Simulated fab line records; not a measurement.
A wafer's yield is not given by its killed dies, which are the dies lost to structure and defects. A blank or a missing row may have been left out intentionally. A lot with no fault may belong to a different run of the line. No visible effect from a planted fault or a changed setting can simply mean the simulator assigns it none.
A lot that was struck, set against a sound lot | flow sky130 | 43 out of 708 route steps
Sound: wafers L276.1, L276.5, L276.6. Wafers L289.1, L289.2, L289.4 were the ones struck. The cause comes at the end.
Order at every step that has rows: each side's tool, ch and its chambers, its first start. Under that, the readings that differ: sound wafers | struck wafers | difference of the means | sigmas: that difference in standard deviations of wafers without a fault.
alike: a reading whose means differ by less than 2 such deviations, as well as words and numbers matching on both sides. not compared: withheld readings; readings where some wafer has no value; bounds like >300 that might hide an equal value; numbers whose values overlap and for which the record gives no deviation.
Wherever a step has rows on one side only, a row that says differs or no value, or a row with sigmas, the two part there. Numbers that don't overlap but have no deviation are shown without sigmas and don't part them. A reading that every wafer of one side lacks parts them only if that side has two wafers or more.

first, 4 steps without rows for these wafers: SKY_CONTACT_STRIP_20 (strips in post etch residue remover, time 1200 s); SKY_CONTACT_CLEAN_21 (cleans in IPA, time 180 s); SKY_CONTACT_CLEAN_22 (cleans in O3/DIW); SKY_CONTACT_SPUTTER_23 (material TiN, target thk 20 nm, time 80 s).
SKY_CONTACT_CVD_24: deposits W, target thk 340 nm, time 102.12 s.
  sound on cvd-w-02 ch 0,1, day 32 16:26; struck on cvd-w-01 ch 0,1, day 37 08:44
  alike: heater-power-w
SKY_CONTACT_RS_MEAS_25: the measuring method here is four-point-probe.
  struck on film-metro-03, day 37 08:51; sound on film-metro-03, day 32 16:33
  alike: CONTACT_W_RS
SKY_CONTACT_THK_MEAS_26: measures by xrf.
  struck on film-metro-03, day 37 08:58; sound on film-metro-03, day 32 16:40
  alike: CONTACT_W_THK
SKY_CONTACT_CMP_27: polishes, stops on SiO2, t overpolish 15 s, target thk 0 nm.
  sound on cmp-01 ch 2,3, day 32 16:47; struck on cmp-02 ch 0,1,3, day 37 09:02
  alike: motor-current-A, overpolish-run-s, time-to-endpoint-s
SKY_METAL1_SPUTTER_00: material Ti, target thk 15 nm, time 10 s.
  struck on pvd-sputter-01, day 37 09:20; sound on pvd-sputter-01, day 32 17:02
  alike: throttle-valve-pct
SKY_METAL1_SPUTTER_01: material TiN, target thk 20 nm, time 16.7 s.
  struck on pvd-sputter-01, day 37 09:21; sound on pvd-sputter-01, day 32 17:03
  alike: throttle-valve-pct
then, 2 steps without rows for these wafers: SKY_METAL1_SPUTTER_02 (material AlCu, target thk 250 nm, time 13.3 s); SKY_METAL1_SPUTTER_03 (material Ti, target thk 5 nm, time 3.3 s).
SKY_METAL1_SPUTTER_04: material TiN, target thk 70 nm, time 58.3 s.
  struck on pvd-sputter-01, day 37 09:25; sound on pvd-sputter-01, day 32 17:07
  alike: throttle-valve-pct
SKY_METAL1_RS_MEAS_05: the measuring method here is four-point-probe.
  struck on film-metro-03, day 37 09:28; sound on film-metro-03, day 32 17:10
  alike: METAL1_ALCU_RS
SKY_METAL1_THK_MEAS_06: measures by xrf.
  struck on film-metro-03, day 37 09:35; sound on film-metro-03, day 32 17:17
  alike: METAL1_ALCU_THK
then, 8 steps without rows for these wafers: SKY_METAL1_DEHYDRATE_07 (time 60 s); SKY_METAL1_HMDS_08 (prime time 60 s); SKY_METAL1_COAT_09 (resist thk 60 nm); SKY_METAL1_COAT_10 (resist thk 458.3 nm); SKY_METAL1_SOFTBAKE_11 (time 90 s); SKY_METAL1_EXPOSE_12 (exposes mask MM1, target cd 140 nm); SKY_METAL1_PEB_13; SKY_METAL1_DEVELOP_14 (develop time 60 s).
SKY_METAL1_CD_MEAS_15 targets a cd of 140 nm.
  struck on cd-sem-01, day 38 10:28; sound on cd-sem-01, day 33 19:51
  alike: cd-nm
SKY_METAL1_OVL_MEAS_16:
  struck on overlay-01, day 38 10:35; sound on overlay-02, day 33 19:58
  alike: METAL1_OVL
SKY_METAL1_DESCUM_17: chemistry O2, time 8 s.
  sound on rie-metal-04 ch 0,1, day 33 20:00; struck on rie-metal-01 ch 0, day 38 10:37
  reading                     | sound       | struck      | difference | sigmas
  drypump-motor-current-A (A) | 5.8 5.8 5.9 | 4.9 4.9 4.9 | -0.9       | -2
  alike: oes-product-au
  not compared: rf-hours-counter-h
then, 7 steps without rows for these wafers: SKY_METAL1_ETCH_18 (etches BARC in N2/H2, stops on SiO2, time 45.9 s, target depth 60 nm); SKY_METAL1_METAL_ETCH_19 (etches the open film in Cl2/BCl3, stops on SiO2, target depth 360 nm, time 78 s); SKY_METAL1_STRIP_20 (strips in O2/N2); SKY_METAL1_STRIP_21 (strips in post etch residue remover, time 1200 s); SKY_METAL1_CLEAN_22 (cleans in IPA, time 180 s); SKY_METAL1_CLEAN_23 (cleans in O3/DIW); SKY_VIA1_HDPCVD_00 (deposits SiO2, target thk 1030 nm, time 171.7 s).
SKY_VIA1_THK_MEAS_01:
  struck on film-metro-02, day 38 11:42; sound on film-metro-01, day 33 20:56
  reading              | sound          | struck         | difference | sigmas
  VIA1_HDPCVD_THK (nm) | 1025 1000 1026 | 1063 1029 1044 | +28        | +2
then, 1 step without rows for these wafers: SKY_VIA1_CMP_02 (polishes SiO2).
SKY_VIA1_BOW_MEAS_03:
  struck on film-metro-01, day 38 12:04; sound on film-metro-02, day 33 21:17
  alike: VIA1_BOW
then, 6 steps without rows for these wafers: SKY_VIA1_DEHYDRATE_04 (time 60 s); SKY_VIA1_HMDS_05 (prime time 60 s); SKY_VIA1_COAT_06 (resist thk 60 nm); SKY_VIA1_COAT_07 (resist thk 450 nm); SKY_VIA1_SOFTBAKE_08 (time 91.68 s); SKY_VIA1_EXPOSE_09 (exposes mask VIM, target cd 150 nm).
-- the record jumps here: 11 days lie between the struck wafers' starts before and after (it left off in module VIA1 and takes up again in module PAD_OPEN, whose first step shown is number 708 of the route) --
SKY_PAD_OPEN_PROBE_99:
  struck on prober-02, day 49 23:43; sound on prober-02, day 46 15:35
  reading                               | sound              | struck            | difference | sigmas
  defect-limited-yield (%)              | 83.5 78.3 83.1     | 72.2 73.8 73.8    | -8.4       | -4
  killed_at_M0_to_M3                    | 38 52 46           | 91 87 66          | +36        | +5
  killed-dies                           | 81 107 83          | 137 129 129       | +41        | +4
  killed-on-rim                         | 14 19 16           | 30 21 20          | +7         | +2
  sort_bin_3_pad_short (%)              | 0.8 0.6 1.0        | 2.2 4.1 2.6       | +2.2       | +5
  sort_bin_5_function (%)               | 9.3 15.2 8.7       | 16.5 15.9 16.7    | +5.3       | +4
  sort-n-pass                           | 411 385 409        | 355 363 363       | -41        | -4
  sort-yield-pct (%)                    | 83.5 78.3 83.1     | 72.2 73.8 73.8    | -8.4       | -4
  model.etest.tester.sort-n-pass        | 411 385 409        | 355 363 363       | -41        |
  model.etest.tester.sort-yield-pct (%) | 83.54 78.25 83.13  | 72.15 73.78 73.78 | -8.40      |
  model.etest.tester.sort_bin_5_pct (%) | 9.35 15.24 8.74    | 16.46 15.85 16.67 | +5.22      |
  model.etest.tester.sort_bin_3_pct (%) | 0.813 0.6098 1.016 | 2.236 4.065 2.642 | +2.168     |
  alike: killed_at_M4_up, killed-at-contacts, killed-at-front-end, killed-at-other, killed-open, killed-short, sort_bin_6_memory

## WHERE THEY PART
Earliest at SKY_METAL1_DESCUM_17; latest, in this record, at SKY_PAD_OPEN_PROBE_99.

WHY: what the simulator had put in
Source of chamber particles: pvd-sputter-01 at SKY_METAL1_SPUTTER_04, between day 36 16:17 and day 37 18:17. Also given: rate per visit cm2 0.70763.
